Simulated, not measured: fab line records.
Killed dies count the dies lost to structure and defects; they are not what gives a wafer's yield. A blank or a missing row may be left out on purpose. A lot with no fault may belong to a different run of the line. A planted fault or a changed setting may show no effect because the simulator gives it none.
fab line records | flow sky130
record: lots: 6 wafers: 18 lastDay: 50
route steps=708 shown METAL5@669 PASSIVATION@681 PAD_OPEN@694
lots with no fault: from the same line, run without faults
startH: hours from the record's first day to the start of the lot's first wafer shown | waitH: time in hours since the lot's previous step | " the same as in the row above | L1.1+2: a row that stands for several wafers | - no value, or no start given | * or withheld: withheld | < > ~ a bound
route shown NAME@n: a module of which the file shows steps, and the number in the route of the first | usual: mean/standard deviation of fault-free wafers | same: alike in all rows | chamber/n: place in a boat | sites: each site's reading | _std_site: the standard deviation of these | _edge_site: inner sites' mean taken away from outer sites' mean | radiusMm: for every site, how far away it sits from the centre of the wafer | mask NAME#n: copy n | behind: tool/chamber where the wafer was last shaped | hold: why the lot went on hold/how many hours it stayed there/how the hold came to an end | device: which transistor (n, p or np) failed to switch | end of line: the same wafers' tests at the end of the route | where a step has no rows: the recipe by itself | killed: dies lost to structure and defects at the first sort, not the wafer's yield | map: dies across one wafer; x = killed, . = not, _ = none there
set.NAME: the setting that was run; set.NAME@STEP: the one run at that earlier step | model.NAME: the simulator's own value behind a step, which no gauge read
lots at selected steps of the route; one table per step, one row per wafer
services: the hour from which a tool's chamber was out of use, counted from the record's first day as startH (under 0 if before that day), plus the number of hours and why
== steps ==
step: SKY_METAL5_HMDS_08
recipe: primeTimeS: 60 primeTempC: 120
step: SKY_METAL5_COAT_09
recipe: resist: NOVOLAK spinRpm: 3000 resistThkNm: 1800
step: SKY_METAL5_SOFTBAKE_10
recipe: tempC: 90 timeS: 60 resist: NOVOLAK
step: SKY_METAL5_EXPOSE_11
recipe: maskId: MM5 na: 0.6 sourceShape: conventional sigmaOuter: 0.6 polarization: unpolarized targetCdNm: 1600 doseMj: 190
step: SKY_METAL5_PEB_12
recipe: tempC: withheld timeS: * resist: NOVOLAK
step: SKY_METAL5_DEVELOP_13
recipe: resist: NOVOLAK developer: TMAH developTimeS: 60 devTempC: 23
step: SKY_METAL5_DESCUM_14
recipe: chemistry: O2 sourcePowerW: 150 biasPowerW: 0 pressureMtorr: 10 tempC: 40 timeS: 11
usual: chamberPressureMTorr: 9.998/0.0084 drypumpMotorCurrentA: 5.9/0.39 oesProductAu: 1.001/0.0076
columns lot.wafer tool chamber startH waitH chamberPressureMTorr drypumpMotorCurrentA oesProductAu rfHoursCounterH
L661.1 rieMetal-04 1 1060.48 0.1 9.991 6.5 1.007 9
L661.2 " 0 " " 10.006 5.5 0.997 14
L661.6 " 1 " " 9.986 6.5 0.996 -
L669.3 rieMetal-01 1 1107.42 0.1 10.008 5.5 1.010 -
L669.4 " 0 " " 10.002 5.7 1.011 -
L669.5 " 0 " " 10.007 5.7 1.003 -
L670.2 rieMetal-04 1 1116.62 0.1 9.986 6.5 1.003 13
L670.3 " 0 " " 9.997 5.5 1.005 -
L670.4 " 1 " " 10.001 6.5 1.006 -
L676.1 rieMetal-04 0 1148.82 0.1 10.007 5.5 1.000 21
L676.4 " 1 " " 10.013 6.5 0.997 -
L676.6 " 0 " " 10.009 5.5 0.998 -
L677.1 rieMetal-04 1 1150.05 0.1 10.009 6.4 1.015 16
L677.3 " 1 " " 10.004 6.5 0.996 -
L677.4 " 0 " " 9.999 5.5 1.019 -
L678.3 rieMetal-01 0 1157.24 0.1 10.007 5.7 1.008 -
L678.4 " 1 " " 10.000 5.4 1.012 -
L678.6 " 1 " " 10.008 5.5 1.009 -
step: SKY_METAL5_METAL_ETCH_15
recipe: targetDepthA: 12600 stopOn: SiO2 overEtchFrac: 0.2 timeS: 252 chemistry: Cl2/BCl3 resistSidewallDeg: 86 pressureMtorr: 10 icpW: 900 biasW: 48.5 Cl2_flow_sccm: 60 bcl3FlowSccm: 30
usual: chamberPressureMTorr: 9.999/0.0093 drypumpMotorCurrentA: 5.9/0.4 mfcCl2Sccm: 60.03/0.18 oesProductAu: 0.899/0.0062 throttleValvePct: 22.264/0.0087
columns lot.wafer tool chamber startH waitH chamberPressureMTorr drypumpMotorCurrentA mfcCl2Sccm oesProductAu rfHoursCounterH throttleValvePct
L661.1 rieMetal-04 1 1060.51 0.0 9.997 6.4 60.23 0.915 9 22.266
L661.2 " 0 " " 9.990 5.5 60.05 0.907 14 22.277
L661.6 " 1 " " 10.002 6.4 60.12 0.896 - 22.271
L669.3 rieMetal-01 1 1107.52 0.1 9.993 5.5 60.16 0.907 - 22.263
L669.4 " 0 " " 10.000 5.7 59.97 0.890 - 22.257
L669.5 " 0 " " 9.996 5.7 60.06 0.890 - 22.261
L670.2 rieMetal-04 1 1116.65 0.0 10.002 6.4 59.91 0.897 13 22.274
L670.3 " 0 " " 9.987 5.5 60.01 0.895 - 22.256
L670.4 " 1 " " 9.992 6.4 60.07 0.885 - 22.261
L676.1 rieMetal-04 0 1148.85 0.0 9.985 5.5 59.77 0.901 21 22.264
L676.4 " 1 " " 9.995 6.4 60.12 0.894 - 22.270
L676.6 " 0 " " 10.005 5.5 59.69 0.907 - 22.243
L677.1 rieMetal-04 1 1150.09 0.0 9.984 6.4 60.12 0.902 16 22.249
L677.3 " 1 " " 10.009 6.4 60.09 0.902 - 22.254
L677.4 " 0 " " 10.005 5.5 59.83 0.889 - 22.267
L678.3 rieMetal-01 0 1157.34 0.1 9.992 5.7 59.61 0.901 - 22.272
L678.4 " 1 " " 9.991 5.5 60.20 0.895 - 22.286
L678.6 " 1 " " 10.004 5.5 60.18 0.901 - 22.261
step: SKY_METAL5_STRIP_16
recipe: chemistry: O2/N2 powerW: 1400 pressureMtorr: 1500 platenTempC: withheld o2FlowSccm: 3000 n2FlowSccm: 300 overashFraction: 0.5
usual: chamberPressureMTorr: 1499.9/1.3 drypumpMotorCurrentA: 5.8/0.36 oesProductAu: 0.710/0.0046 stripTimeToEndpointS: 13.08/0.1
same: overashFraction: 0.5
columns lot.wafer tool chamber startH waitH chamberPressureMTorr drypumpMotorCurrentA oesProductAu rfHoursCounterH stripTimeToEndpointS
L661.1 plasmaAsher-04 0 1060.74 0.2 1498.5 5.7 0.705 33 13.14
L661.2 " 1 " " 1501.9 6.1 0.710 33 13.03
L661.6 " 1 " " 1500.0 6.1 0.703 - 13.09
L669.3 plasmaAsher-01 0 1107.71 0.1 1501.1 5.4 0.710 - 13.04
L669.4 " 1 " " 1497.3 6.2 0.711 - 13.05
L669.5 " 1 " " 1500.1 6.2 0.707 - 13.13
L670.2 plasmaAsher-04 1 1116.89 0.2 1499.6 6.2 0.708 38 13.12
L670.3 " 0 " " 1499.6 5.7 0.718 - 13.10
L670.4 " 1 " " 1500.8 6.1 0.704 - 13.03
L676.1 plasmaAsher-01 0 1149.09 0.2 1500.4 5.4 0.710 8 13.01
L676.4 " 1 " " 1499.9 6.2 0.707 - 12.90
L676.6 " 0 " " 1500.8 5.4 0.707 - 13.01
L677.1 plasmaAsher-01 1 1150.32 0.2 1499.2 6.2 0.702 8 12.93
L677.3 " 1 " " 1500.7 6.2 0.713 - 12.97
L677.4 " 0 " " 1498.4 5.4 0.712 - 12.89
L678.3 plasmaAsher-04 0 1157.53 0.1 1499.6 5.7 0.704 - 13.13
L678.4 " 1 " " 1501.6 6.2 0.707 - 13.14
L678.6 " 0 " " 1497.1 5.7 0.711 - 13.23
step: SKY_METAL5_STRIP_17
recipe: chemistry: postEtchResidueRemover timeS: 1200 tempC: 73.43
step: SKY_METAL5_CLEAN_18
recipe: chemistry: IPA timeS: 180 tempC: 25
step: SKY_METAL5_CLEAN_19
recipe: chemistry: O3/DIW dry: n2Spin
step: SKY_PASSIVATION_CVD_00
recipe: material: SiO2 targetThkNm: 90 tempC: 400 timeS: withheld rfW: 600
usual: heaterPowerW: 667/100
columns lot.wafer tool chamber startH waitH heaterPowerW
L661.1 pecvd-04 0 1061.37 0.0 893
L661.2 " 1 " " 562
L661.6 " 2 " " 743
L669.3 pecvd-02 0 1108.36 0.0 639
L669.4 " 1 " " 651
L669.5 " 2 " " 684
L670.2 pecvd-04 0 1117.48 0.0 849
L670.3 " 1 " " 510
L670.4 " 2 " " 738
L676.1 pecvd-04 1 1149.74 0.0 481
L676.4 " 1 " " 491
L676.6 " 0 " " 860
L677.1 pecvd-04 1 1150.98 0.0 600
L677.3 " 2 " " 659
L677.4 " 2 " " 675
L678.3 pecvd-01 2 1158.09 0.0 740
L678.4 " 0 " " 740
L678.6 " 1 " " 594
step: SKY_PASSIVATION_THK_MEAS_01
recipe: reads: SiO2_of_PASSIVATION_CVD_00
usual: PASSIVATION_CVD_00_THK: 89.9/1.3
columns lot.wafer tool chamber startH waitH PASSIVATION_CVD_00_THK[nm]
L661.1 filmMetro-01 - 1061.41 - 90.1
L661.2 " - " " 90.3
L661.6 " - " " 90.9
L669.3 filmMetro-03 - 1108.40 - 88.0
L669.4 " - " " 88.6
L669.5 " - " " 88.8
L670.2 filmMetro-04 - 1117.51 - 90.3
L670.3 " - " " 90.9
L670.4 " - " " 91.1
L676.1 filmMetro-04 - 1149.76 - 88.8
L676.4 " - " " 91.0
L676.6 " - " " 91.0
L677.1 filmMetro-01 - 1151.00 - 88.4
L677.3 " - " " 89.0
L677.4 " - " " 89.6
L678.3 filmMetro-03 - 1158.13 - 88.6
L678.4 " - " " 93.0
L678.6 " - " " 90.6
step: SKY_PASSIVATION_CVD_02
recipe: material: Si3N4 targetThkNm: 540 tempC: 400 timeS: withheld rfW: 450
step: SKY_PASSIVATION_THK_MEAS_03
recipe: reads: Si3N4_of_PASSIVATION_CVD_02
usual: PASSIVATION_CVD_02_THK: 538/6.8
columns lot.wafer tool chamber startH waitH PASSIVATION_CVD_02_THK[nm]
L661.1 filmMetro-01 - 1061.69 - 535
L661.2 " - " " 528
L661.6 " - " " 547
L669.3 filmMetro-03 - 1108.69 - 539
L669.4 " - " " 542
L669.5 " - " " 545
L670.2 filmMetro-04 - 1117.79 - 529
L670.3 " - " " 526
L670.4 " - " " 538
L676.1 filmMetro-04 - 1150.04 - 532
L676.4 " - " " 539
L676.6 " - " " 545
L677.1 filmMetro-03 - 1151.29 - 522
L677.3 " - " " 530
L677.4 " - " " 539
L678.3 filmMetro-04 - 1158.41 - 532
L678.4 " - " " 544
L678.6 " - " " 549
step: SKY_PASSIVATION_DEHYDRATE_04
recipe: tempC: 200 timeS: 60
step: SKY_PASSIVATION_HMDS_05
recipe: primeTimeS: 60 primeTempC: 120
step: SKY_PASSIVATION_COAT_06
recipe: spinRpm: 2000 resistThkNm: 3000
step: SKY_PASSIVATION_SOFTBAKE_07
recipe: tempC: 110 timeS: withheld
step: SKY_PASSIVATION_EXPOSE_08
recipe: maskId: NSM targetCdNm: 3000 na: 0.57 doseMj: 260
step: SKY_PASSIVATION_PEB_09
recipe: tempC: 115 timeS: withheld
step: SKY_PASSIVATION_DEVELOP_10
recipe: developTimeS: 60 devTempC: 23
step: SKY_PASSIVATION_ETCH_11
recipe: chemistry: CF4/O2 targetDepthNm: 725 stopOn: AlCu sourceW: 800 biasW: 150 pressureMtorr: 150 cf4FlowSccm: 80 O2_flow_sccm: 10 timeS: 161.1
usual: cf4FlowSccm: 79.98/0.25 chamberPressureMTorr: 150.00/0.14 drypumpMotorCurrentA: 5.7/0.42 oesProductAu: 0.976/0.0074 throttleValvePct: 5.965/0.01
columns lot.wafer tool chamber startH waitH cf4FlowSccm chamberPressureMTorr drypumpMotorCurrentA oesProductAu rfHoursCounterH throttleValvePct
L661.1 rieDiel-02 1 1082.93 - 79.60 149.86 6.0 0.976 19 5.969
L661.2 " 3 " " 80.04 150.27 5.4 0.972 16 5.951
L661.6 " 2 " " 79.69 150.02 5.4 0.976 - 5.957
L669.3 rieDiel-01 0 1128.13 - 79.99 149.90 6.2 0.975 5 5.966
L669.4 " 2 " " 80.45 149.99 4.8 0.979 28 5.974
L669.5 " 1 " " 80.04 150.15 6.2 0.972 - 5.967
L670.2 rieDiel-01 0 1136.43 - 80.11 150.07 6.2 0.979 5 5.971
L670.3 " 3 " " 80.42 149.88 6.1 0.967 22 5.968
L670.4 " 2 " " 80.16 150.00 4.8 0.972 28 5.959
L676.1 rieDiel-02 3 1167.33 - 79.80 149.89 5.4 0.971 19 5.955
L676.4 " 2 " " 80.17 150.00 5.4 0.977 24 5.967
L676.6 " 2 " " 80.16 150.12 5.4 0.984 - 5.961
L677.1 rieDiel-04 0 1168.28 - 79.46 150.07 5.1 0.965 14 5.963
L677.3 " 2 " " 79.30 150.39 5.9 0.964 6 5.960
L677.4 " 0 " " 79.79 149.93 5.1 0.972 - 5.975
L678.3 rieDiel-02 1 1174.32 - 79.87 150.03 6.0 0.974 23 5.971
L678.4 " 0 " " 80.49 149.83 5.7 0.983 14 5.965
L678.6 " 0 " " 80.12 149.99 5.7 0.982 - 5.959
step: SKY_PASSIVATION_STRIP_12
recipe: chemistry: O2/N2 powerW: 1400 pressureMtorr: 1500 platenTempC: withheld overashFraction: 0.7 o2FlowSccm: 3000 n2FlowSccm: 300
step: SKY_PAD_OPEN_DEHYDRATE_00
recipe: tempC: 200 timeS: 60
step: SKY_PAD_OPEN_HMDS_01
recipe: primeTimeS: 60 primeTempC: 120
step: SKY_PAD_OPEN_COAT_02
recipe: spinRpm: 2000 resistThkNm: 3000
step: SKY_PAD_OPEN_SOFTBAKE_03
recipe: tempC: 110 timeS: withheld
step: SKY_PAD_OPEN_EXPOSE_04
recipe: maskId: PDM targetCdNm: 60000 na: 0.57 doseMj: 260
step: SKY_PAD_OPEN_PEB_05
recipe: tempC: 115 timeS: withheld
step: SKY_PAD_OPEN_DEVELOP_06
recipe: developTimeS: 60 devTempC: 23
step: SKY_PAD_OPEN_ETCH_07
recipe: chemistry: CF4/O2 targetDepthNm: 725 stopOn: AlCu sourceW: 800 biasW: 150 pressureMtorr: 150 cf4FlowSccm: 80 O2_flow_sccm: 10 timeS: 161.1
step: SKY_PAD_OPEN_STRIP_08
recipe: chemistry: O2/N2 powerW: 1400 pressureMtorr: 1500 platenTempC: withheld overashFraction: 0.7 o2FlowSccm: 3000 n2FlowSccm: 300
usual: chamberPressureMTorr: 1499.9/1.2 drypumpMotorCurrentA: 5.6/0.31 oesProductAu: 0.663/0.0044 stripTimeToEndpointS: 37.06/0.094
same: overashFraction: 0.7
columns lot.wafer tool chamber startH waitH chamberPressureMTorr drypumpMotorCurrentA oesProductAu rfHoursCounterH stripTimeToEndpointS
L661.1 plasmaAsher-03 0 1103.22 0.1 1498.8 5.9 0.667 92 36.97
L661.2 " 1 " " 1502.1 5.3 0.669 92 36.99
L661.6 " 1 " " 1501.9 5.3 0.669 - 37.11
L669.3 plasmaAsher-03 1 1146.19 0.1 1498.9 5.3 0.672 - 37.10
L669.4 " 0 " " 1499.8 5.9 0.666 - 36.92
L669.5 " 0 " " 1503.2 5.9 0.670 - 36.88
L670.2 plasmaAsher-04 1 1154.79 0.1 1497.5 6.1 0.664 42 37.00
L670.3 " 1 " " 1500.3 6.1 0.664 - 36.98
L670.4 " 0 " " 1501.3 5.6 0.665 - 36.96
L676.1 plasmaAsher-04 1 1184.19 0.1 1498.3 6.1 0.659 45 36.96
L676.4 " 0 " " 1499.4 5.7 0.667 - 37.04
L676.6 " 0 " " 1501.2 5.7 0.660 - 36.94
L677.1 plasmaAsher-04 0 1184.87 0.1 1499.5 5.7 0.664 45 37.01
L677.3 " 0 " " 1504.2 5.7 0.669 - 37.04
L677.4 " 1 " " 1500.5 6.1 0.668 - 36.93
L678.3 plasmaAsher-02 0 1190.72 0.1 1500.1 5.3 0.661 - 37.07
L678.4 " 1 " " 1498.4 5.4 0.660 - 37.04
L678.6 " 0 " " 1500.6 5.3 0.659 - 36.90
step: SKY_PAD_OPEN_STRIP_09
recipe: chemistry: postEtchResidueRemover timeS: 1200 tempC: 72.5
step: SKY_PAD_OPEN_CLEAN_10
recipe: chemistry: IPA timeS: 180 tempC: 25
step: SKY_PAD_OPEN_CLEAN_11
recipe: chemistry: O3/DIW dry: n2Spin
step: SKY_PAD_OPEN_ANNEAL_12
recipe: tempC: 398.7 timeS: withheld ambient: N2/H2 idleTempC: 300 rampUpCPerMin: 8 rampDownCPerMin: 4
step: SKY_PAD_OPEN_BOW_MEAS_13
recipe: mode: bow
usual: PAD_OPEN_BOW: 46/9.7
columns lot.wafer tool chamber startH waitH PAD_OPEN_BOW[um]
L661.1 filmMetro-01 - 1105.44 - 53
L661.2 " - " " 48
L661.6 " - " " 47
L669.3 filmMetro-01 - 1148.30 - 44
L669.4 " - " " 45
L669.5 " - " " 51
L670.2 filmMetro-04 - 1156.90 - 37
L670.3 " - " " 34
L670.4 " - " " 43
L676.1 filmMetro-02 - 1186.28 - 48
L676.4 " - " " 54
L676.6 " - " " 62
L677.1 filmMetro-02 - 1187.78 - 43
L677.3 " - " " 51
L677.4 " - " " 50
L678.3 filmMetro-02 - 1192.85 - 46
L678.4 " - " " 42
L678.6 " - " " 55
step: SKY_PAD_OPEN_PROBE_99
usual: defectLimitedYield: 82.8/1.8 killed_at_M0_to_M3: 43/6.3 killed_at_M4_up: 3.1/1.9 killedAtContacts: 24/5.1 killedAtFrontEnd: 14/4.3 killedAtOther: 0.3/0.53 killedDies: 85/8.8 killedOpen: 46/7.1 killedShort: 38/5.9 sort_bin_3_pad_short: 0.8/0.41 sort_bin_5_function: 10.4/1.5 sort_bin_6_memory: 6.1/1.1 sortNPass: 407/8.8 sortYieldPct: 82.8/1.8
same: grossDies: 492 killedAtBackSide: 0 sort_bin_4_leakage[%]: 0 sort_bin_8_speed[%]: 0
columns lot.wafer tool chamber startH waitH defectLimitedYield[%] killed_at_M0_to_M3 killed_at_M4_up killedAtContacts killedAtFrontEnd killedAtOther killedDies killedOpen killedShort sort_bin_3_pad_short[%] sort_bin_5_function[%] sort_bin_6_memory[%] sortNPass sortYieldPct[%] model.etest.tester.sortNPass model.etest.tester.sortYieldPct model.etest.tester.sort_bin_5_pct model.etest.tester.sort_bin_3_pct
L670.2 prober-01 - 1157.05 0.1 85.4 33 2 23 13 1 72 38 33 0.4 8.9 5.3 420 85.4 420 85.37 8.943 0.4065
L670.3 prober-01 - 1157.10 0.2 82.3 43 4 28 12 0 87 51 36 1.0 9.8 6.9 405 82.3 405 82.32 9.756 1.016
L670.4 prober-01 - 1157.15 0.2 83.9 38 1 25 14 1 79 48 31 0.8 10.2 5.1 413 83.9 413 83.94 10.16 0.813
L676.1 prober-01 - 1186.40 0.1 72.0 33 4 23 17 61 138 40 37 3.5 17.1 7.5 354 72.0 354 71.95 17.07 3.455
L676.4 prober-01 - 1186.55 0.2 72.8 30 1 33 16 54 134 51 28 3.7 15.0 8.5 358 72.8 358 72.76 15.04 3.659
L676.6 prober-01 - 1186.65 0.2 75.4 28 2 16 14 61 121 33 27 4.3 14.0 6.3 371 75.4 371 75.41 14.02 4.268
L677.1 prober-02 - 1187.90 0.1 70.1 40 4 30 13 60 147 40 47 4.5 18.5 6.9 345 70.1 345 70.12 18.5 4.472
L677.3 prober-02 - 1188.00 0.2 75.4 47 2 26 8 38 121 41 41 2.6 13.8 8.1 371 75.4 371 75.41 13.82 2.642
L677.4 prober-02 - 1188.05 0.2 75.0 47 3 21 11 41 123 54 28 2.0 15.7 7.3 369 75.0 369 75 15.65 2.033
killed by level:class
L670.2 LOCAL_INTERCONNECT:geometricParticle:short=8 VIA1:geometricParticle:open=6 VIA3:geometricParticle:open=6 CONTACT:geometricParticle:open=6 METAL1:geometricParticle:short=6 LI_CONTACT:geometricParticle:open=5 VIA2:geometricParticle:open=5 FIELD_ISO:geometricParticle:short=3
L670.3 VIA1:geometricParticle:open=13 LI_CONTACT:geometricParticle:open=10 CONTACT:geometricParticle:open=9 VIA3:geometricParticle:open=8 VIA3:geometricParticle:short=5 METAL1:geometricParticle:short=4 METAL4:geometricParticle:short=4 VIA1:geometricParticle:short=4
L670.4 VIA1:geometricParticle:open=9 CONTACT:geometricParticle:open=9 LI_CONTACT:geometricParticle:open=8 VIA3:geometricParticle:open=6 FIELD_ISO:geometricParticle:open=5 LOCAL_INTERCONNECT:geometricParticle:short=5 POLY_GATE:geometricParticle:short=4 VIA2:geometricParticle:short=4
L676.1 PASSIVATION:unspecified=61 CONTACT:geometricParticle:open=9 VIA1:geometricParticle:open=8 FIELD_ISO:geometricParticle:short=6 FIELD_ISO:geometricParticle:open=5 CONTACT:geometricParticle:short=5 METAL1:geometricParticle:short=5 METAL2:geometricParticle:short=5
L676.4 PASSIVATION:unspecified=54 CONTACT:geometricParticle:open=12 POLY_GATE:geometricParticle:open=7 CONTACT:geometricParticle:short=7 VIA1:geometricParticle:open=7 FIELD_ISO:geometricParticle:open=6 VIA3:geometricParticle:open=5 LI_CONTACT:geometricParticle:short=4
L676.6 PASSIVATION:unspecified=61 CONTACT:geometricParticle:open=6 VIA1:geometricParticle:open=5 VIA3:geometricParticle:open=5 FIELD_ISO:geometricParticle:open=4 LI_CONTACT:geometricParticle:open=4 VIA2:geometricParticle:short=4 FIELD_ISO:geometricParticle:short=3
L677.1 PASSIVATION:unspecified=60 CONTACT:geometricParticle:open=12 METAL1:geometricParticle:short=9 LI_CONTACT:geometricParticle:open=6 CONTACT:geometricParticle:short=6 VIA3:geometricParticle:short=5 POLY_GATE:geometricParticle:short=4 LOCAL_INTERCONNECT:geometricParticle:short=4
L677.3 PASSIVATION:unspecified=38 CONTACT:geometricParticle:open=10 VIA1:geometricParticle:open=10 METAL1:geometricParticle:short=9 LI_CONTACT:geometricParticle:open=5 METAL2:geometricParticle:short=5 VIA2:geometricParticle:open=5 LI_CONTACT:geometricParticle:short=4
L677.4 PASSIVATION:unspecified=40 CONTACT:geometricParticle:open=9 METAL2:geometricParticle:short=8 VIA2:geometricParticle:open=8 VIA3:geometricParticle:open=8 LI_CONTACT:geometricParticle:open=7 VIA1:geometricParticle:open=7 FIELD_ISO:geometricParticle:open=6
map L676.1 (x killed, . not)
__________x........._________
________...........x.._______
______x........x.....x.._____
_____..........x..x..x...____
____..x.....x...........x.___
___x.......................__
__......xx..x......x....x..x_
_.....x.x.x....x..x..x..x....
_...........x......xx.x......
_x.....x...x.xxx.x...xx.x....
_.........x....x.....x.......
_..x....x.........xx.........
_.....x..x.x.xx.......x....x.
_x..x...xxxx..x.x.x..........
_.....xxxxxxxx...............
__..xxxxxxxxxxxxx.xx...xxx.._
___..xxxxxxxxxxx.x.........__
____..xxxxxxxxx....x....x.___
_____.xxxxxxx.x.......x..____
______xxxxxxxx...x..x.x._____
________.....x..x....x_______
__________.xxx.....x_________
map L677.1 (x killed, . not)
__________..x......._________
________...x.........._______
______.....x...x.......x_____
_____.......x.........x..____
____.......x..x..x........___
___.xx..x..x..x.x..x.......__
__x..............x.x.x...x.._
_....x.....x...xx.x.xx.x....x
_.............x.......x..x...
_.x......x.x.......x.........
_..x..xx......x..............
_x..x....xx..........x.x.x...
_.....x..xx.....x.x.x....x..x
_...x.xxxxxxx...x..x..x....x.
_.....xxxxxxxxx..x.x....xx.x.
__...xxxxxxxxx..x......x...x_
___...xxxxxxxxx.xxx...xx...__
____.xxxxxxxxxxx...x..x...___
_____x.xxxxxx.xx.........____
______.xxxxxx....x...x.._____
________.x.x....x...xx_______
__________.x....x..x_________
== services ==
columns tool chamber startH hours kind
plasmaAsher-01 - 1055.25 9.0 pm
plasmaAsher-01 0 1055.25 9.0 ventCycle
plasmaAsher-01 1 1055.25 9.0 ventCycle
plasmaAsher-02 - 1070.13 3.1 repair
rieDiel-04 - 1074.03 0.4 repair
rieDiel-02 3 1078.38 1.7 repair
rieDiel-02 3 1086.09 7.0 repair
pecvd-01 0 1096.63 1.9 repair
pecvd-01 - 1098.06 2.8 pm
pecvd-04 - 1106.74 5.5 pm
rieDiel-04 0 1114.26 8.1 repair
rieDiel-02 3 1124.42 8.6 repair
plasmaAsher-02 - 1129.59 1.6 repair
rieDiel-01 1 1139.25 6.5 repair
rieDiel-02 2 1145.59 9.7 repair
rieDiel-04 3 1146.85 34.2 repair
rieDiel-01 3 1151.76 14.0 repair
rieDiel-04 0 1157.58 2.8 repair
plasmaAsher-02 - 1159.54 14.6 pm
rieDiel-04 2 1170.03 3.7 repair
plasmaAsher-02 - 1182.79 3.3 repair
rieDiel-01 1 1183.67 6.8 repair
rieMetal-04 - 1188.53 2.8 pm
rieDiel-02 - 1189.14 0.6 repair
== key ==
firstSign: step: SKY_PAD_OPEN_PROBE_99 reading: killedAtOther direction: up sigmas: 52 usual: 0.3 struck: 52.5
effect: step: SKY_PAD_OPEN_PROBE_99 reading: sort_bin_3_pad_short direction: up sigmas: 6.5 usual: 0.8 struck: 3.4
modelEffect: step: SKY_PAD_OPEN_PROBE_99 value: etest.tester.sortNPass without: 406.2 struck: 361.3
metAt SKY_PASSIVATION_CVD_00
struckWafers L676.1,L676.4,L676.6,L677.1,L677.3,L677.4
onsetBetween 1117.48 1149.74
alsoFits SKY_METAL5_DESCUM_14:rieMetal-04,SKY_METAL5_METAL_ETCH_15:rieMetal-04,SKY_METAL5_STRIP_16:plasmaAsher-01,SKY_PAD_OPEN_STRIP_08:plasmaAsher-04
fault: kind: chamberParticleSource tool: pecvd-04 chamber: - onsetH: 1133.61 steps: SKY_PASSIVATION_CVD_00 ratePerVisitCm2: 1.1533 endH: 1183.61
